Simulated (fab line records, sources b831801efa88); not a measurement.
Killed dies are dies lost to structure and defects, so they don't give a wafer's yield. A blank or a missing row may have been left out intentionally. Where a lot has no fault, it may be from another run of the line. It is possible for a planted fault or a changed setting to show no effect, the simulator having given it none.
Which tool is to blame? -- flow sfq_line -- 14 lots, 42 wafers sampled, at 4 steps of a route of 325

== WHAT THE GAUGES READ, wafer by wafer ==
SFQ_I7_BOW_MEAS_946. Usual: I7_BOW 4 um, standard deviation 11.
lot,measured,on,I7_BOW (um),flag
L179,day 69 12:11,film_metro-01,-7 -11 -1,
L182,day 70 04:01,film_metro-01,-2 -4 0,
L183,day 70 05:30,film_metro-02,22 14 5,
L184,day 77 04:10,film_metro-01,6 6 14,
L185,day 77 07:59,film_metro-02,-16 -21 -11,
L186,day 77 13:10,film_metro-03,3 5 1,
L187,day 77 19:59,film_metro-03,-1 -2 -5,
L188,day 78 01:10,film_metro-03,15 21 11,
L195,day 79 01:11,film_metro-03,-3 -1 0,
L196,day 79 04:11,film_metro-01,-12 9 -3,
L197,day 79 05:27,film_metro-03,-9 -18 -3,
L198,day 79 10:12,film_metro-01,15 11 17,
L201,day 79 18:32,film_metro-01,-9 -2 -5,
L202,day 79 20:28,film_metro-03,6 2 1,

SFQ_M8_OVL_MEAS_948. Usual: M8_OVL -1 nm, standard deviation 5.6.
lot,measured,on,M8_OVL (nm),flag
L179,day 77 01:17,overlay-02,12 15 12,
L182,day 77 09:41,overlay-02,0 6 3,
L183,day 77 12:05,overlay-02,1 0 -1,
L184,day 80 05:26,overlay-01,5 8 4,
L185,day 80 06:38,overlay-01,-1 1 3,
L186,day 80 11:26,overlay-01,1 -3 2,
L187,day 81 13:35,overlay-01,-10 -1 -9,
L188,day 81 19:41,overlay-01,13 8 4,
L195,day 85 11:11,overlay-01,-5 0 -4,
L196,day 85 17:11,overlay-01,3 -10 -4,
L197,day 85 18:23,overlay-02,-5 -6 2,
L198,day 86 00:23,overlay-01,-7 2 -4,
L201,day 86 09:59,overlay-02,8 1 0,
L202,day 86 13:35,overlay-01,1 0 5,

== TOOL THAT RAN EACH LOT (tool first, then ch and the chambers of the sampled wafers, then the start) ==
lot,SFQ_TRILAYER_M0_LITHO_PEB_024,SFQ_TRILAYER_M5_STRIP_STRIP_127
L179,"litho_track-03 ch 0, day 10 16:35","rie_metal-03 ch 0,1, day 52 12:40"
L182,"litho_track-02 ch 0, day 12 10:28","rie_metal-03 ch 1, day 53 03:10"
L183,"litho_track-03 ch 0, day 12 20:04","rie_metal-01 ch 0,1, day 53 04:22"
L184,"litho_track-04 ch 0, day 13 05:30","rie_metal-04 ch 0,1, day 53 10:22"
L185,"litho_track-03 ch 0, day 13 12:42","rie_metal-04 ch 0, day 53 15:10"
L186,"litho_track-03 ch 0, day 13 18:42","rie_metal-04 ch 0,1, day 53 17:34"
L187,"litho_track-04 ch 0, day 14 05:13","rie_metal-03 ch 0,1, day 59 08:37"
L188,"litho_track-04 ch 0, day 14 10:01","rie_metal-01 ch 0,1, day 59 19:25"
L195,"litho_track-03 ch 0, day 17 16:08","rie_metal-01 ch 0,1, day 61 13:26"
L196,"litho_track-04 ch 0, day 18 02:56","rie_metal-04 ch 0, day 61 16:43"
L197,"litho_track-03 ch 0, day 18 10:07","rie_metal-03 ch 0,1, day 61 18:40"
L198,"litho_track-02 ch 0, day 18 22:10","rie_metal-04 ch 0,1, day 61 21:16"
L201,"litho_track-04 ch 0, day 20 13:07","rie_metal-01 ch 0,1, day 62 12:40"
L202,"litho_track-03 ch 0, day 20 21:31","rie_metal-03 ch 0,1, day 63 22:34"
- SFQ_TRILAYER_M0_LITHO_PEB_024: peb time 60 s.
- SFQ_TRILAYER_M5_STRIP_STRIP_127: strips in O2.

== AS READ BY THE TOOLS THEMSELVES (means over the sampled wafers that have a number; for cases with no such wafer, the mark the record gives instead) ==
SFQ_TRILAYER_M0_LITHO_PEB_024. Usual: heater_power_total_W 79.16 W, standard deviation 0.069; plate_temp_C 115.00 C, standard deviation 0.11.
lot,tool,heater_power_total_W (W),plate_temp_C (C),flag
L179,litho_track-03,79.12,114.89,
L182,litho_track-02,79.21,114.90,
L183,litho_track-03,79.12,114.95,
L184,litho_track-04,79.22,114.92,
L185,litho_track-03,79.18,115.00,
L186,litho_track-03,79.20,115.04,
L187,litho_track-04,79.14,114.93,
L188,litho_track-04,79.15,114.99,
L195,litho_track-03,75.20,110.51,OFF
L196,litho_track-04,79.21,115.03,
L197,litho_track-03,75.19,110.69,OFF
L198,litho_track-02,79.10,114.96,
L201,litho_track-04,79.15,115.08,
L202,litho_track-03,79.20,114.89,

SFQ_TRILAYER_M5_STRIP_STRIP_127. Usual: drypump_motor_current_A 5.8 A, standard deviation 0.42; oes_product_au 0.993 a.u., standard deviation 0.016.
lot,tool,drypump_motor_current_A (A),oes_product_au (a.u.),flag
L179,rie_metal-03,6.4,1.000,
L182,rie_metal-03,6.5,0.990,
L183,rie_metal-01,5.4,1.001,
L184,rie_metal-04,5.6,1.002,
L185,rie_metal-04,5.7,0.977,
L186,rie_metal-04,5.6,0.990,
L187,rie_metal-03,6.5,1.003,
L188,rie_metal-01,5.4,1.000,
L195,rie_metal-01,5.5,1.017,
L196,rie_metal-04,5.7,0.973,
L197,rie_metal-03,6.3,1.002,
L198,rie_metal-04,5.6,0.982,
L201,rie_metal-01,5.4,0.992,
L202,rie_metal-03,6.3,1.001,

== THE ANSWER, worked out from the rows above alone ==
Rule: take the mean of a lot's wafers that have a number; if it is more than 3 standard deviations from the usual mean, the lot is off. Also off: a lot with no number at a reading for which 4 or more lots have one. Any other lot the step has rows for is counted as sound. After the gauges, taken in route order, come the tools' own readings; for these a lot's mean is taken, as printed above. At the first step where some lot is off, the reading lying furthest off is the one used; lots without a number count as furthest.
Off: L195, L197, at SFQ_TRILAYER_M0_LITHO_PEB_024 (heater_power_total_W).
If a tool, at that step or one of the process steps before it, ran each lot that is off and ran no sound lot following the first of them, it fits. No candidate that was tried fits.

== WHAT WAS PUT IN BY THE SIMULATOR ==
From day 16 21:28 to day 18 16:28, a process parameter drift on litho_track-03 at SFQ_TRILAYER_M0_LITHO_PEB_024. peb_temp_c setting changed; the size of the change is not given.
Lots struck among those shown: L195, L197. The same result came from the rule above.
